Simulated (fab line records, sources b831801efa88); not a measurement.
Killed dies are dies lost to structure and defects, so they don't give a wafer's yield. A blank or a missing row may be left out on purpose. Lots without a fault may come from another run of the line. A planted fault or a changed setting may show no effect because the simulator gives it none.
fab line records | flow sky130
record lots=5 wafers=15 last_day=50
route steps=708 shown POLY_GATE@218 LDD_N@237
lots that met no fault: from a run of the same line without faults
start_h: hours from the record's first day to the start of the lot's first wafer shown | wait_h: hours since the lot's step before | " the same as in the row above | L1.1+2: a row that stands for several wafers | - no value, or no start given | * or withheld: withheld | < > ~ a bound
route shown NAME@n: a module of which the file shows steps, and the number in the route of the first | usual: mean/standard deviation of fault-free wafers | same: alike in all rows | chamber/n: place in a boat | sites: the reading at each site | _std_site: their standard deviation | _edge_site: outer sites' mean less inner sites' | radius_mm: how far each site lies from the wafer's centre | mask NAME#n: copy n | behind: the tool/chamber that last shaped the wafer | hold: why the lot was held/for how many hours/how that ended | device: the transistor (n, p or np) that didn't switch | end of line: the same wafers' tests at the end of the route | a step without rows: its recipe alone | killed: dies lost to structure and defects at the first sort, not the wafer's yield | map: a wafer's dies, x killed, . not, _ none there
set.NAME: the setting as run; set.NAME@STEP: as run at that earlier step | model.NAME: the simulator's own value behind a step, which no gauge read
lots at some steps of the route; a table a step, a row a wafer
services: from which hour (start_h, from the record's first day; less than 0 if before it) a tool's chamber was out of use, for how many hours, and why
## steps
# step SKY_POLY_GATE_THK_MEAS_04
# recipe reads=Si3N4_of_POLY_GATE_CVD_03
# usual POLY_GATE_CVD_03_THK=74.7/0.7
# columns lot.wafer tool chamber start_h wait_h POLY_GATE_CVD_03_THK[nm]
L080.1 film_metro-02 - 393.41 0.0 74.6
L080.2 " - " " 74.3
L080.3 " - " " 75.2
L083.1 film_metro-04 - 421.75 0.0 74.3
L083.3 " - " " 74.3
L083.5 " - " " 73.6
L084.2 film_metro-03 - 434.78 0.0 75.5
L084.3 " - " " 75.1
L084.4 " - " " 75.7
L090.1 film_metro-04 - 491.20 0.0 74.4
L090.5 " - " " 74.8
L090.6 " - " " 74.0
L096.1 film_metro-04 - 532.06 0.0 75.4
L096.2 " - " " 75.0
L096.3 " - " " 75.6
# step SKY_POLY_GATE_DEHYDRATE_05
# recipe temp_c=200 time_s=60
# usual resist_line_temp_C=23.00/0.09
# columns lot.wafer tool chamber start_h wait_h resist_line_temp_C
L080.1 litho_track-04 0 407.58 14.2 22.74
L080.2 " 0 " " 22.87
L080.3 " 0 " " 22.97
L083.1 litho_track-03 0 435.80 14.0 22.98
L083.3 " 0 " " 23.09
L083.5 " 0 " " 23.06
L084.2 litho_track-04 0 450.36 15.6 23.09
L084.3 " 0 " " 23.14
L084.4 " 0 " " 23.12
L090.1 litho_track-04 0 505.43 14.2 23.05
L090.5 " 0 " " 22.94
L090.6 " 0 " " 22.84
L096.1 litho_track-02 0 547.19 15.1 22.88
L096.2 " 0 " " 22.84
L096.3 " 0 " " 23.04
# step SKY_POLY_GATE_HMDS_06
# recipe prime_time_s=60 prime_temp_c=120
# usual resist_line_temp_C=23.00/0.11
# columns lot.wafer tool chamber start_h wait_h resist_line_temp_C
L080.1 litho_track-04 0 407.73 0.1 23.18
L080.2 " 0 " " 23.11
L080.3 " 0 " " 23.07
L083.1 litho_track-03 0 435.95 0.1 22.95
L083.3 " 0 " " 22.95
L083.5 " 0 " " 23.13
L084.2 litho_track-04 0 450.51 0.1 22.87
L084.3 " 0 " " 23.01
L084.4 " 0 " " 23.04
L090.1 litho_track-04 0 505.58 0.1 23.00
L090.5 " 0 " " 23.21
L090.6 " 0 " " 23.21
L096.1 litho_track-02 0 547.34 0.1 23.12
L096.2 " 0 " " 22.99
L096.3 " 0 " " 23.07
# step SKY_POLY_GATE_COAT_07
# recipe resist=BARC temp_c=withheld time_s=withheld spin_rpm=3000 resist_thk_nm=110
# usual resist_line_temp_C=*
# columns lot.wafer tool chamber start_h wait_h resist_line_temp_C
L080.1 litho_track-04 0 407.88 0.1 *
L080.2 " 0 " " *
L080.3 " 0 " " *
L083.1 litho_track-03 0 436.10 0.1 *
L083.3 " 0 " " *
L083.5 " 0 " " *
L084.2 litho_track-04 0 450.66 0.1 *
L084.3 " 0 " " *
L084.4 " 0 " " *
L090.1 litho_track-04 0 505.73 0.1 *
L090.5 " 0 " " *
L090.6 " 0 " " *
L096.1 litho_track-02 0 547.49 0.1 *
L096.2 " 0 " " *
L096.3 " 0 " " *
# step SKY_POLY_GATE_COAT_08
# recipe resist=KrF-thick spin_rpm=3000 resist_thk_nm=450
# usual resist_line_temp_C=22.99/0.1
# columns lot.wafer tool chamber start_h wait_h resist_line_temp_C
L080.1 litho_track-04 0 - - 23.04
L080.2 " 0 " " 23.07
L080.3 " 0 " " 22.99
L083.1 litho_track-03 0 - - 23.12
L083.3 " 0 " " 22.89
L083.5 " 0 " " 22.95
L084.2 litho_track-04 0 - - 22.85
L084.3 " 0 " " 23.00
L084.4 " 0 " " 22.90
L090.1 litho_track-04 0 - - 22.88
L090.5 " 0 " " 22.98
L090.6 " 0 " " 22.97
L096.1 litho_track-02 0 - - 22.76
L096.2 " 0 " " 22.93
L096.3 " 0 " " 22.81
# step SKY_POLY_GATE_SOFTBAKE_09
# recipe temp_c=100 time_s=90 resist=KrF-thick
# usual resist_line_temp_C=23.03/0.11
# columns lot.wafer tool chamber start_h wait_h resist_line_temp_C
L080.1 litho_track-04 0 - - 23.10
L080.2 " 0 " " 22.97
L080.3 " 0 " " 23.05
L083.1 litho_track-03 0 - - 22.95
L083.3 " 0 " " 23.06
L083.5 " 0 " " 23.18
L084.2 litho_track-04 0 - - 23.28
L084.3 " 0 " " 23.21
L084.4 " 0 " " 23.24
L090.1 litho_track-04 0 - - 22.82
L090.5 " 0 " " 22.99
L090.6 " 0 " " 23.02
L096.1 litho_track-02 0 - - 23.02
L096.2 " 0 " " 23.05
L096.3 " 0 " " 22.98
# step SKY_POLY_GATE_EXPOSE_10
# recipe mask_id=P1M na=0.68 source_shape=conventional sigma_outer=0.6 target_cd_nm=150 dose_mj=28
# usual reticle_temp_C=22.99/0.095
# columns lot.wafer tool chamber start_h wait_h mask reticle_temp_C
L080.1 krf_scanner-01 0 - - P1M#0 23.14
L080.2 " 0 " " P1M#0 23.07
L080.3 " 0 " " P1M#0 23.01
L083.1 krf_scanner-02 0 - - P1M#0 22.96
L083.3 " 0 " " P1M#0 22.96
L083.5 " 0 " " P1M#0 22.95
L084.2 krf_scanner-01 0 - - P1M#0 23.06
L084.3 " 0 " " P1M#0 22.97
L084.4 " 0 " " P1M#0 23.07
L090.1 krf_scanner-02 0 - - P1M#0 22.98
L090.5 " 0 " " P1M#0 22.93
L090.6 " 0 " " P1M#0 22.92
L096.1 krf_scanner-02 0 - - P1M#0 22.95
L096.2 " 0 " " P1M#0 22.88
L096.3 " 0 " " P1M#0 22.75
# step SKY_POLY_GATE_PEB_11
# recipe peb_temp_c=withheld peb_time_s=withheld resist=KrF-thick
# usual resist_line_temp_C=*
# columns lot.wafer tool chamber start_h wait_h resist_line_temp_C
L080.1 litho_track-04 0 - - *
L080.2 " 0 " " *
L080.3 " 0 " " *
L083.1 litho_track-03 0 - - *
L083.3 " 0 " " *
L083.5 " 0 " " *
L084.2 litho_track-03 0 - - *
L084.3 " 0 " " *
L084.4 " 0 " " *
L090.1 litho_track-03 0 - - *
L090.5 " 0 " " *
L090.6 " 0 " " *
L096.1 litho_track-03 0 - - *
L096.2 " 0 " " *
L096.3 " 0 " " *
# step SKY_POLY_GATE_DEVELOP_12
# recipe develop_time_s=60 resist=KrF-thick dev_temp_c=21
# usual resist_line_temp_C=23.00/0.11
# columns lot.wafer tool chamber start_h wait_h resist_line_temp_C
L080.1 litho_track-04 0 - - 23.06
L080.2 " 0 " " 22.91
L080.3 " 0 " " 23.05
L083.1 litho_track-03 0 - - 23.09
L083.3 " 0 " " 23.03
L083.5 " 0 " " 23.13
L084.2 litho_track-03 0 - - 23.16
L084.3 " 0 " " 23.03
L084.4 " 0 " " 23.09
L090.1 litho_track-03 0 - - 22.97
L090.5 " 0 " " 23.10
L090.6 " 0 " " 22.87
L096.1 litho_track-03 0 - - 23.04
L096.2 " 0 " " 22.98
L096.3 " 0 " " 23.07
# step SKY_POLY_GATE_CD_MEAS_13
# recipe target_cd_nm=150
# usual cd_nm=150.3/1.5
# columns lot.wafer tool chamber start_h wait_h cd_nm
L080.1 cd_sem-01 - 423.43 - 150.4
L080.2 " - " " 150.9
L080.3 " - " " 151.7
L083.1 cd_sem-01 - 452.40 - 149.3
L083.3 " - " " 149.7
L083.5 " - " " 148.6
L084.2 cd_sem-02 - 465.92 - 152.7
L084.3 " - " " 150.5
L084.4 " - " " 152.6
L090.1 cd_sem-02 - 521.60 - 148.2
L090.5 " - " " 149.4
L090.6 " - " " 149.1
L096.1 cd_sem-01 - 562.15 - 150.1
L096.2 " - " " 149.5
L096.3 " - " " 149.3
# step SKY_POLY_GATE_OVL_MEAS_14
# usual POLY_GATE_OVL=-1/6.1
# columns lot.wafer tool chamber start_h wait_h POLY_GATE_OVL[nm]
L080.1 overlay-02 - 423.55 0.1 -5
L080.2 " - " " -8
L080.3 " - " " -2
L083.1 overlay-02 - 452.52 0.1 0
L083.3 " - " " 5
L083.5 " - " " 3
L084.2 overlay-02 - 466.03 0.1 4
L084.3 " - " " 1
L084.4 " - " " 1
L090.1 overlay-01 - 521.72 0.1 10
L090.5 " - " " -1
L090.6 " - " " 2
L096.1 overlay-01 - 562.27 0.1 4
L096.2 " - " " -8
L096.3 " - " " -3
# step SKY_POLY_GATE_ETCH_15
# recipe chemistry=N2/H2 target=BARC ion_energy_ev=200 source_w=500 bias_w=100 pressure_mtorr=30 n2_flow_sccm=100 h2_flow_sccm=200 stop_on=SiO2 time_s=118.5 target_depth_a=1100
# usual drypump_motor_current_A=5.7/0.5 oes_product_au=0.716/0.0044 throttle_valve_pct=13.211/0.0093
# columns lot.wafer tool chamber start_h wait_h drypump_motor_current_A oes_product_au rf_hours_counter_h throttle_valve_pct
L080.1 rie_diel-03 3 423.59 0.0 5.0 0.716 27 13.207
L080.2 " 1 " " 5.1 0.716 0 13.199
L080.3 " 2 " " 6.1 0.716 94 13.230
L083.1 rie_diel-01 0 452.56 0.0 5.7 0.726 24 13.194
L083.3 " 2 " " 4.9 0.721 9 13.220
L083.5 " 0 " " 5.7 0.710 - 13.226
L084.2 rie_diel-01 1 466.06 0.0 6.2 0.715 52 13.221
L084.3 " 3 " " 5.2 0.726 7 13.219
L084.4 " 0 " " 5.7 0.712 24 13.209
L090.1 rie_diel-03 1 521.76 0.0 5.0 0.713 2 13.214
L090.5 " 2 " " 6.0 0.716 - 13.210
L090.6 " 1 " " 5.0 0.717 - 13.206
L096.1 rie_diel-04 0 562.31 0.0 5.7 0.716 3 13.210
L096.2 " 3 " " 6.1 0.703 50 13.241
L096.3 " 2 " " 6.4 0.718 36 13.201
# step SKY_POLY_GATE_ETCH_16
# recipe stop_on=poly-Si chemistry=CH3F/O2 target=Si3N4 source_w=400 bias_w=80 pressure_mtorr=25 ch3f_flow_sccm=40 O2_flow_sccm=30 time_s=147.5 target_depth_a=750
# usual drypump_motor_current_A=5.7/0.5 oes_product_au=0.639/0.0053 throttle_valve_pct=10.533/0.0086
# columns lot.wafer tool chamber start_h wait_h drypump_motor_current_A oes_product_au rf_hours_counter_h throttle_valve_pct
L080.1 rie_diel-03 3 423.67 0.0 5.0 0.644 27 10.549
L080.2 " 1 " " 5.0 0.642 0 10.531
L080.3 " 2 " " 6.0 0.633 94 10.536
L083.1 rie_diel-01 0 452.64 0.0 5.7 0.641 24 10.532
L083.3 " 2 " " 4.9 0.640 9 10.528
L083.5 " 0 " " 5.7 0.630 - 10.546
L084.2 rie_diel-01 1 466.14 0.0 6.2 0.648 52 10.539
L084.3 " 3 " " 5.2 0.631 7 10.524
L084.4 " 0 " " 5.7 0.644 24 10.530
L090.1 rie_diel-03 1 521.84 0.0 5.0 0.641 2 10.546
L090.5 " 2 " " 6.0 0.636 - 10.520
L090.6 " 1 " " 5.0 0.632 - 10.524
L096.1 rie_diel-04 0 562.39 0.0 5.7 0.637 3 10.537
L096.2 " 3 " " 6.0 0.637 50 10.526
L096.3 " 2 " " 6.4 0.644 36 10.533
# step SKY_POLY_GATE_ETCH_17
# recipe target_depth_nm=180 stop_on=SiO2 over_etch_frac=0.56667 chemistry=HBr/Cl2 target=poly-Si icp_w=400 bias_w=100 pressure_mtorr=10 HBr_flow_sccm=150 Cl2_flow_sccm=50 time_s=70.5
# usual drypump_motor_current_A=5.8/0.59 oes_product_au=0.987/0.0094 throttle_valve_pct=33.686/0.0088
# columns lot.wafer tool chamber start_h wait_h drypump_motor_current_A oes_product_au rf_hours_counter_h throttle_valve_pct
L080.1 rie_si-01 0 423.77 0.0 5.2 0.986 7 33.673
L080.2 " 1 " " 5.7 0.974 46 33.683
L080.3 " 3 " " 5.3 0.997 0 33.684
L083.1 rie_si-01 2 452.74 0.0 6.6 0.982 6 33.689
L083.3 " 1 " " 5.8 0.987 47 33.702
L083.5 " 2 " " 6.6 0.981 - 33.696
L084.2 rie_si-01 1 466.24 0.0 5.7 0.992 47 33.668
L084.3 " 3 " " 5.3 0.991 0 33.672
L084.4 " 0 " " 5.2 0.977 7 33.688
L090.1 rie_si-02 1 521.94 0.0 5.4 0.994 0 33.700
L090.5 " 3 " " 6.8 0.996 - 33.682
L090.6 " 0 " " 5.7 0.980 - 33.698
L096.1 rie_si-02 2 562.49 0.0 5.4 0.979 13 33.672
L096.2 " 3 " " 6.7 0.998 3 33.699
L096.3 " 0 " " 5.7 0.986 6 33.684
# step SKY_POLY_GATE_STRIP_18
# recipe chemistry=O2/N2 power_w=1400 pressure_mtorr=1500 platen_temp_c=withheld o2_flow_sccm=3000 n2_flow_sccm=300 overash_fraction=0.5
# usual drypump_motor_current_A=6.1/0.38 oes_product_au=0.360/0.0046 strip_time_to_endpoint_s=3.17/0.048
# columns lot.wafer tool chamber start_h wait_h drypump_motor_current_A oes_product_au rf_hours_counter_h strip_time_to_endpoint_s
L080.1 plasma_asher-04 1 423.83 0.0 6.3 0.353 75 3.13
L080.2 " 0 " " 6.3 0.365 75 3.17
L080.3 " 0 " " 6.2 0.349 - 3.14
L083.1 plasma_asher-02 1 452.80 0.0 5.6 0.353 22 3.19
L083.3 " 1 " " 5.6 0.361 - 3.10
L083.5 " 0 " " 5.6 0.361 - 3.18
L084.2 plasma_asher-03 1 466.30 0.0 6.7 0.361 3 3.18
L084.3 " 0 " " 5.7 0.360 - 3.19
L084.4 " 1 " " 6.7 0.366 - 3.18
L090.1 plasma_asher-03 0 521.99 0.0 5.7 0.361 9 3.16
L090.5 " 0 " " 5.7 0.362 - 3.16
L090.6 " 1 " " 6.6 0.371 - 3.24
L096.1 plasma_asher-03 0 562.54 0.0 5.7 0.361 13 3.21
L096.2 " 1 " " 6.6 0.360 13 3.16
L096.3 " 0 " " 5.7 0.361 - 3.16
# step SKY_POLY_GATE_CLEAN_19
# recipe chemistry=SC1/SC2 mix=1:4:20 temp_c=70 time_s=150 dry=n2_spin
# usual bath_heat_duty_pct=13.4/1.1 temp_c=69.99/0.11
# columns lot.wafer tool chamber start_h wait_h bath_heat_duty_pct temp_c
L080.1 wet_bench-04 3 423.93 0.1 13.8 70.05
L080.2 " 3 " " 13.3 69.93
L080.3 " 3 " " 14.6 69.87
L083.1 wet_bench-04 1 452.90 0.1 14.4 69.88
L083.3 " 1 " " 15.0 70.10
L083.5 " 1 " " 12.9 70.25
L084.2 wet_bench-02 1 466.40 0.1 12.8 70.08
L084.3 " 1 " " 12.6 69.90
L084.4 " 1 " " 13.7 69.91
L090.1 wet_bench-02 2 522.09 0.1 12.2 70.23
L090.5 " 2 " " 13.1 69.98
L090.6 " 2 " " 11.5 69.92
L096.1 wet_bench-04 0 562.64 0.1 11.9 70.15
L096.2 " 0 " " 11.4 70.21
L096.3 " 0 " " 12.6 70.13
# step SKY_POLY_GATE_OXIDATION_20
# recipe temp_c=850 ambient=O2 stabilise_s=600 purge_s=300 target_thk_a=40 ox_time_s=899
# usual spike_tc_bottom_C=868.2/1.6 tube_center_temp_C_max=852.2/0.36
# columns lot.wafer tool chamber start_h wait_h spike_tc_bottom_C tube_center_temp_C_max
L080.1 furnace-01 0 424.60 0.6 866.6 852.2
L080.2 " 0 " " 867.6 852.5
L080.3 " 0 " " 867.5 852.3
L083.1 furnace-01 0 454.42 1.5 867.0 851.7
L083.3 " 0 " " 865.8 852.2
L083.5 " 0 " " 866.3 852.2
L084.2 furnace-01 0 466.76 0.3 867.7 852.5
L084.3 " 0 " " 867.5 851.9
L084.4 " 0 " " 867.7 852.3
L090.1 furnace-02 0 522.14 0.0 870.2 852.2
L090.5 " 0 " " 870.2 852.5
L090.6 " 0 " " 867.9 851.6
L096.1 furnace-02 0 562.69 0.0 870.1 851.9
L096.2 " 0 " " 869.7 852.0
L096.3 " 0 " " 868.7 852.1
# step SKY_POLY_GATE_THK_MEAS_21
# recipe reads=SiO2_of_POLY_GATE_OXIDATION_20
# usual POLY_GATE_OXIDATION_THK=4.01/0.089
# columns lot.wafer tool chamber start_h wait_h POLY_GATE_OXIDATION_THK[nm]
L080.1 film_metro-04 - 425.85 0.0 4.02
L080.2 " - " " 4.08
L080.3 " - " " 3.99
L083.1 film_metro-04 - 455.67 0.0 3.88
L083.3 " - " " 3.88
L083.5 " - " " 3.96
L084.2 film_metro-02 - 468.02 0.0 3.95
L084.3 " - " " 3.96
L084.4 " - " " 4.07
L090.1 film_metro-04 - 523.39 0.0 4.06
L090.5 " - " " 4.01
L090.6 " - " " 4.06
L096.1 film_metro-04 - 563.94 0.0 4.01
L096.2 " - " " 4.08
L096.3 " - " " 3.98
# step SKY_POLY_GATE_CD_MEAS_22
# usual cd_nm=151/3.3
# columns lot.wafer tool chamber start_h wait_h cd_nm
L080.1 cd_sem-02 - 425.91 0.1 148
L080.2 " - " " 152
L080.3 " - " " 148
L083.1 cd_sem-02 - 455.73 0.1 149
L083.3 " - " " 149
L083.5 " - " " 147
L084.2 cd_sem-02 - 468.10 0.1 154
L084.3 " - " " 151
L084.4 " - " " 148
L090.1 cd_sem-01 - 523.45 0.1 153
L090.5 " - " " 149
L090.6 " - " " 151
L096.1 cd_sem-01 - 564.00 0.1 152
L096.2 " - " " 148
L096.3 " - " " 150
# step SKY_LDD_N_DEHYDRATE_00
# recipe temp_c=200 time_s=60
# usual resist_line_temp_C=23.02/0.11
# columns lot.wafer tool chamber start_h wait_h resist_line_temp_C
L080.1 litho_track-01 0 440.49 14.6 23.05
L080.2 " 0 " " 23.05
L080.3 " 0 " " 22.87
L083.1 litho_track-02 0 469.89 14.1 22.91
L083.3 " 0 " " 23.09
L083.5 " 0 " " 23.15
L084.2 litho_track-02 0 483.11 15.0 23.13
L084.3 " 0 " " 23.10
L084.4 " 0 " " 23.16
L090.1 litho_track-02 0 537.74 14.3 23.02
L090.5 " 0 " " 23.23
L090.6 " 0 " " 23.24
L096.1 litho_track-03 0 578.50 14.5 22.82
L096.2 " 0 " " 23.14
L096.3 " 0 " " 23.04
# step SKY_LDD_N_HMDS_01
# recipe prime_time_s=60 prime_temp_c=120
# usual resist_line_temp_C=23.00/0.1
# columns lot.wafer tool chamber start_h wait_h resist_line_temp_C
L080.1 litho_track-01 0 440.64 0.1 22.82
L080.2 " 0 " " 22.91
L080.3 " 0 " " 22.86
L083.1 litho_track-02 0 470.04 0.1 22.95
L083.3 " 0 " " 22.92
L083.5 " 0 " " 22.85
L084.2 litho_track-02 0 483.26 0.1 22.98
L084.3 " 0 " " 22.83
L084.4 " 0 " " 22.92
L090.1 litho_track-02 0 537.89 0.1 22.95
L090.5 " 0 " " 22.96
L090.6 " 0 " " 22.99
L096.1 litho_track-03 0 578.65 0.1 22.92
L096.2 " 0 " " 22.91
L096.3 " 0 " " 22.91
# step SKY_LDD_N_COAT_02
# recipe resist=NOVOLAK spin_rpm=3000 resist_thk_nm=300
# usual resist_line_temp_C=22.98/0.099
# columns lot.wafer tool chamber start_h wait_h resist_line_temp_C
L080.1 litho_track-01 0 440.79 0.1 22.99
L080.2 " 0 " " 23.02
L080.3 " 0 " " 22.79
L083.1 litho_track-02 0 470.19 0.1 23.11
L083.3 " 0 " " 22.90
L083.5 " 0 " " 22.90
L084.2 litho_track-02 0 483.41 0.1 23.05
L084.3 " 0 " " 23.12
L084.4 " 0 " " 23.07
L090.1 litho_track-02 0 538.04 0.1 23.00
L090.5 " 0 " " 23.06
L090.6 " 0 " " 22.88
L096.1 litho_track-03 0 578.80 0.1 22.98
L096.2 " 0 " " 22.91
L096.3 " 0 " " 22.88
# step SKY_LDD_N_SOFTBAKE_03
# recipe temp_c=90 time_s=60 resist=NOVOLAK
# usual resist_line_temp_C=23.01/0.084
# columns lot.wafer tool chamber start_h wait_h resist_line_temp_C
L080.1 litho_track-01 0 440.94 0.1 22.92
L080.2 " 0 " " 23.10
L080.3 " 0 " " 23.14
L083.1 litho_track-02 0 470.34 0.1 23.06
L083.3 " 0 " " 23.10
L083.5 " 0 " " 23.01
L084.2 litho_track-02 0 483.56 0.1 23.01
L084.3 " 0 " " 22.93
L084.4 " 0 " " 22.92
L090.1 litho_track-02 0 538.19 0.1 22.84
L090.5 " 0 " " 22.92
L090.6 " 0 " " 23.03
L096.1 litho_track-03 0 578.95 0.1 22.99
L096.2 " 0 " " 23.10
L096.3 " 0 " " 22.97
# step SKY_LDD_N_EXPOSE_04
# recipe mask_id=NTM target_cd_nm=840 na=0.6 source_shape=conventional sigma_outer=0.6 dose_mj=110
# usual reticle_temp_C=22.99/0.12
# columns lot.wafer tool chamber start_h wait_h mask reticle_temp_C
L080.1 iline_stepper-02 0 - - NTM#0 23.00
L080.2 " 0 " " NTM#0 23.19
L080.3 " 0 " " NTM#0 23.00
L083.1 iline_stepper-02 0 - - NTM#0 23.08
L083.3 " 0 " " NTM#0 22.88
L083.5 " 0 " " NTM#0 23.08
L084.2 iline_stepper-02 0 - - NTM#0 22.93
L084.3 " 0 " " NTM#0 23.04
L084.4 " 0 " " NTM#0 22.92
L090.1 iline_stepper-01 0 - - NTM#0 23.08
L090.5 " 0 " " NTM#0 23.09
L090.6 " 0 " " NTM#0 23.16
L096.1 iline_stepper-02 0 - - NTM#0 22.98
L096.2 " 0 " " NTM#0 22.82
L096.3 " 0 " " NTM#0 22.88
# step SKY_LDD_N_PEB_05
# recipe temp_c=withheld time_s=* resist=NOVOLAK
# usual resist_line_temp_C=*
# columns lot.wafer tool chamber start_h wait_h resist_line_temp_C
L080.1 litho_track-02 0 - - *
L080.2 " 0 " " *
L080.3 " 0 " " *
L083.1 litho_track-03 0 - - *
L083.3 " 0 " " *
L083.5 " 0 " " *
L084.2 litho_track-01 0 - - *
L084.3 " 0 " " *
L084.4 " 0 " " *
L090.1 litho_track-01 0 - - *
L090.5 " 0 " " *
L090.6 " 0 " " *
L096.1 litho_track-03 0 - - *
L096.2 " 0 " " *
L096.3 " 0 " " *
# step SKY_LDD_N_DEVELOP_06
# recipe develop_time_s=60 dev_temp_c=23
# usual resist_line_temp_C=23.00/0.1
# columns lot.wafer tool chamber start_h wait_h resist_line_temp_C
L080.1 litho_track-02 0 456.24 0.1 23.09
L080.2 " 0 " " 23.03
L080.3 " 0 " " 22.94
L083.1 litho_track-03 0 485.85 0.1 22.96
L083.3 " 0 " " 23.15
L083.5 " 0 " " 23.08
L084.2 litho_track-01 0 497.96 0.1 23.14
L084.3 " 0 " " 23.05
L084.4 " 0 " " 22.91
L090.1 litho_track-01 0 553.09 0.1 23.10
L090.5 " 0 " " 23.12
L090.6 " 0 " " 23.02
L096.1 litho_track-03 0 593.50 0.1 23.07
L096.2 " 0 " " 22.98
L096.3 " 0 " " 23.01
# step SKY_LDD_N_OVL_MEAS_07
# usual LDD_N_OVL=0.0/1.5
# columns lot.wafer tool chamber start_h wait_h LDD_N_OVL[nm]
L080.1 overlay-01 - 456.39 0.1 1.0
L080.2 " - " " 1.8
L080.3 " - " " 0.2
L083.1 overlay-01 - 486.00 0.1 2.3
L083.3 " - " " 4.6
L083.5 " - " " 2.6
L084.2 overlay-01 - 498.09 0.1 0.6
L084.3 " - " " 0.4
L084.4 " - " " -0.9
L090.1 overlay-01 - 553.24 0.1 0.0
L090.5 " - " " -1.6
L090.6 " - " " 1.1
L096.1 overlay-01 - 593.65 0.1 4.4
L096.2 " - " " 2.0
L096.3 " - " " 2.4
# step SKY_LDD_N_IMPLANT_08
# recipe species=As energy_kev=20 dose_cm2=7.5e+13 tilt_deg=withheld rotation_deg=23
# usual beam_energy_keV=20.001/0.0064 rotation_deg=22.997/0.021
# columns lot.wafer tool chamber start_h wait_h beam_energy_keV rotation_deg
L080.1 implanter-01 0 456.42 0.0 20.005 22.980
L080.2 " 0 " " 20.003 22.986
L080.3 " 0 " " 20.004 22.985
L083.1 implanter-01 0 486.04 0.0 20.004 22.967
L083.3 " 0 " " 20.010 22.988
L083.5 " 0 " " 20.004 22.950
L084.2 implanter-01 0 498.15 0.0 19.999 22.995
L084.3 " 0 " " 20.006 23.016
L084.4 " 0 " " 20.002 23.038
L090.1 implanter-04 0 553.27 0.0 19.989 22.983
L090.5 " 0 " " 19.989 22.964
L090.6 " 0 " " 19.985 22.986
L096.1 implanter-04 0 593.69 0.0 20.008 23.024
L096.2 " 0 " " 19.998 22.984
L096.3 " 0 " " 20.007 22.985
# step SKY_LDD_N_IMPLANT_09
# recipe species=As energy_kev=20 dose_cm2=7.5e+13 tilt_deg=withheld rotation_deg=113
# usual beam_energy_keV=20.000/0.0065 rotation_deg=113.00/0.026
# columns lot.wafer tool chamber start_h wait_h beam_energy_keV rotation_deg
L080.1 implanter-01 0 456.57 0.1 19.993 113.05
L080.2 " 0 " " 20.005 113.04
L080.3 " 0 " " 19.999 112.99
L083.1 implanter-01 0 486.19 0.1 19.998 113.02
L083.3 " 0 " " 20.001 113.02
L083.5 " 0 " " 19.999 112.96
L084.2 implanter-01 0 498.30 0.1 20.003 113.04
L084.3 " 0 " " 19.995 113.04
L084.4 " 0 " " 19.996 113.02
L090.1 implanter-04 0 553.42 0.1 19.999 113.02
L090.5 " 0 " " 20.006 113.00
L090.6 " 0 " " 19.996 112.99
L096.1 implanter-04 0 593.84 0.1 20.003 113.01
L096.2 " 0 " " 19.995 113.01
L096.3 " 0 " " 19.996 112.97
# step SKY_LDD_N_IMPLANT_10
# recipe species=As energy_kev=20 dose_cm2=7.5e+13 tilt_deg=withheld rotation_deg=203
# usual beam_energy_keV=19.999/0.0059 rotation_deg=203.00/0.039
# columns lot.wafer tool chamber start_h wait_h beam_energy_keV rotation_deg
L080.1 implanter-01 0 456.72 0.1 19.998 202.98
L080.2 " 0 " " 19.996 203.03
L080.3 " 0 " " 19.998 202.86
L083.1 implanter-01 0 486.34 0.1 20.005 203.01
L083.3 " 0 " " 20.000 203.05
L083.5 " 0 " " 19.998 202.97
L084.2 implanter-01 0 498.45 0.1 19.995 202.98
L084.3 " 0 " " 19.988 203.05
L084.4 " 0 " " 19.994 202.99
L090.1 implanter-04 0 553.57 0.1 20.004 202.95
L090.5 " 0 " " 19.994 202.96
L090.6 " 0 " " 20.002 202.94
L096.1 implanter-04 0 593.99 0.1 19.995 202.98
L096.2 " 0 " " 19.989 203.09
L096.3 " 0 " " 19.997 203.03
# step SKY_LDD_N_IMPLANT_11
# recipe species=As energy_kev=20 dose_cm2=7.5e+13 tilt_deg=withheld rotation_deg=293
# usual beam_energy_keV=20.001/0.0063 rotation_deg=292.99/0.061
# columns lot.wafer tool chamber start_h wait_h beam_energy_keV rotation_deg
L080.1 implanter-01 0 456.87 0.1 19.998 292.89
L080.2 " 0 " " 20.000 293.01
L080.3 " 0 " " 20.003 292.94
L083.1 implanter-01 0 486.49 0.1 19.992 292.85
L083.3 " 0 " " 20.004 292.96
L083.5 " 0 " " 19.999 292.98
L084.2 implanter-01 0 498.60 0.1 19.999 292.97
L084.3 " 0 " " 20.007 293.24
L084.4 " 0 " " 20.009 293.11
L090.1 implanter-04 0 553.72 0.1 19.997 292.95
L090.5 " 0 " " 19.995 292.91
L090.6 " 0 " " 19.998 292.99
L096.1 implanter-04 0 594.14 0.1 20.005 293.06
L096.2 " 0 " " 20.007 293.08
L096.3 " 0 " " 19.999 293.03
# step SKY_LDD_N_IMPLANT_12
# recipe species=BF2 energy_kev=50 dose_cm2=5e+12 tilt_deg=30 rotation_deg=0
# usual beam_energy_keV=50.002/0.016 rotation_deg=-0.005/0.022
# columns lot.wafer tool chamber start_h wait_h beam_energy_keV rotation_deg
L080.1 implanter-01 0 457.02 0.1 49.985 0.022
L080.2 " 0 " " 50.027 -0.019
L080.3 " 0 " " 50.021 0.014
L083.1 implanter-01 0 486.64 0.1 50.017 -0.020
L083.3 " 0 " " 50.013 -0.048
L083.5 " 0 " " 50.010 -0.019
L084.2 implanter-01 0 498.75 0.1 49.993 0.021
L084.3 " 0 " " 49.993 0.039
L084.4 " 0 " " 50.006 -0.011
L090.1 implanter-04 0 553.87 0.1 49.973 -0.024
L090.5 " 0 " " 50.012 -0.017
L090.6 " 0 " " 49.976 -0.037
L096.1 implanter-04 0 594.29 0.1 49.976 -0.037
L096.2 " 0 " " 50.002 -0.033
L096.3 " 0 " " 49.993 -0.002
## services
# columns tool chamber start_h hours kind
rie_diel-01 1 394.39 6.5 repair
furnace-01 - 407.01 4.1 pm
krf_scanner-02 - 409.83 1.0 pm
plasma_asher-03 - 421.25 9.0 pm
rie_diel-01 - 422.31 0.5 repair
krf_scanner-02 - 423.44 0.8 pm
implanter-04 - 442.53 3.9 pm
furnace-01 - 446.72 2.7 pm
plasma_asher-03 - 447.05 6.5 repair
implanter-01 - 447.32 2.3 pm
rie_diel-01 - 492.51 0.6 repair
rie_si-01 1 495.56 3.8 repair
implanter-01 - 501.57 2.8 repair
iline_stepper-02 - 511.90 1.7 pm
krf_scanner-02 - 529.77 4.4 pm
rie_diel-03 2 535.22 2.5 repair
krf_scanner-02 - 548.16 1.3 pm
rie_si-01 0 549.87 9.1 repair
rie_diel-03 3 551.63 9.8 repair
krf_scanner-02 - 558.18 5.6 repair
rie_diel-01 - 563.56 0.3 repair
rie_diel-01 - 573.70 0.4 repair
rie_si-01 1 573.88 2.6 repair
implanter-04 - 587.52 1.5 repair
## key
fault none
